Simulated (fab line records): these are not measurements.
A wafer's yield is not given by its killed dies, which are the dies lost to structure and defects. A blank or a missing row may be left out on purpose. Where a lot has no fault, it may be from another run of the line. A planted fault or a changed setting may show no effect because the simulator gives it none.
Struck lot and sound lot, side by side -- flow gf180mcu -- 18 steps out of a route of 602
Sound: these wafers, L101.3, L101.5, L101.6. Wafers struck: L112.2, L112.3, L112.4. The cause is given at the end.
Order at every step that has rows: each side's tool, ch and its chambers, its first start. Under that, the readings that differ: sound wafers -- struck wafers -- difference of the means -- sigmas: that difference in standard deviations of wafers without a fault.
alike: a reading whose means differ by less than 2 such deviations, as well as words and numbers matching on both sides. not compared: withheld readings; readings where some wafer has no value; bounds like >300 that might hide an equal value; numbers whose values overlap and for which the record gives no deviation.
Wherever a step has rows on one side only, a row that says differs or no value, or a row with sigmas, the two part there. When numbers do not overlap yet have no deviation, they are printed without sigmas and do not part them. A reading missing from all wafers of one side parts the sides only when that side holds two or more wafers.

GF_VT_IMPLANT_RS_MEAS_47: a four-point-probe measurement.
  sound: filmMetro-02 at day 7 16:56; struck: filmMetro-02 at day 10 16:35
  alike: NWELL_RS
GF_VT_IMPLANT_RS_MEAS_48: a four-point-probe measurement.
  sound: filmMetro-02 at day 7 17:04; struck: filmMetro-02 at day 10 16:42
  alike: LVPWELL_RS
GF_VT_IMPLANT_RS_MEAS_49: a four-point-probe measurement.
  sound: filmMetro-02 at day 7 17:11; struck: filmMetro-02 at day 10 16:49
  alike: MVPSD_RS
then, 4 steps without rows for these wafers: GF_VT_IMPLANT_WET_ETCH_50 (etches SiO2 in dHF, target depth 20 nm, time 400 s); GF_DUAL_GATE_CLEAN_00 (cleans in SC1/SC2, time 150 s); GF_DUAL_GATE_CLEAN_01 (cleans in dHF, time 20 s); GF_DUAL_GATE_OXIDATION_02 (stabilise 600 s, purge 300 s, target thk 10.887 nm).
GF_DUAL_GATE_THK_MEAS_03:
  sound: filmMetro-01 at day 7 20:28; struck: filmMetro-01 at day 10 18:34
reading,sound,struck,difference,sigmas
DUAL_GATE_OXIDATION_00_THK (nm),10.49 10.52 10.51,10.90 11.16 11.21,+0.58,+3
then, 4 steps without rows for these wafers: GF_DUAL_GATE_DEHYDRATE_04 (time 60 s); GF_DUAL_GATE_HMDS_05 (prime time 60 s); GF_DUAL_GATE_COAT_06 (resist thk 1000 nm); GF_DUAL_GATE_SOFTBAKE_07 (time 60 s).
GF_DUAL_GATE_EXPOSE_08: exposes mask Dualgate, target cd 700 nm.
  sound on ilineStepper-01 ch 0, day 8 04:22; struck on ilineStepper-02 ch 0, day 11 04:04
reading,sound,struck,difference,sigmas
mask,Dualgate#0 Dualgate#0 Dualgate#0,Nplus_LV_AREA#0 Nplus_LV_AREA#0 Nplus_LV_AREA#0,differs,
then, 2 steps without rows for these wafers: GF_DUAL_GATE_PEB_09; GF_DUAL_GATE_DEVELOP_10 (develop time 60 s).
GF_DUAL_GATE_OVL_MEAS_11:
  sound: overlay-01 at day 8 12:28; struck: overlay-01 at day 11 13:36
reading,sound,struck,difference,sigmas
DUAL_GATE_OVL (nm),0.0 0.5 -0.6,- - -,no value on the struck wafers,
then, 1 step without rows for these wafers: GF_DUAL_GATE_WET_ETCH_12 (etches SiO2 in dHF, target depth 13 nm, time 260 s).
-- a jump in the record: the struck wafers' starts before and after are 21 days apart (it breaks off in module DUAL_GATE and resumes in module PASSIVATION, where the first step shown is number 602 of the route) --
GF_PASSIVATION_PROBE_99:
  the record has rows for the struck wafers here (prober-02, day 32 10:50) and none for the sound ones

WHERE THEY PART
Earliest at GF_DUAL_GATE_THK_MEAS_03; latest, in this record, at GF_PASSIVATION_PROBE_99.

WHY: the cause the simulator had injected
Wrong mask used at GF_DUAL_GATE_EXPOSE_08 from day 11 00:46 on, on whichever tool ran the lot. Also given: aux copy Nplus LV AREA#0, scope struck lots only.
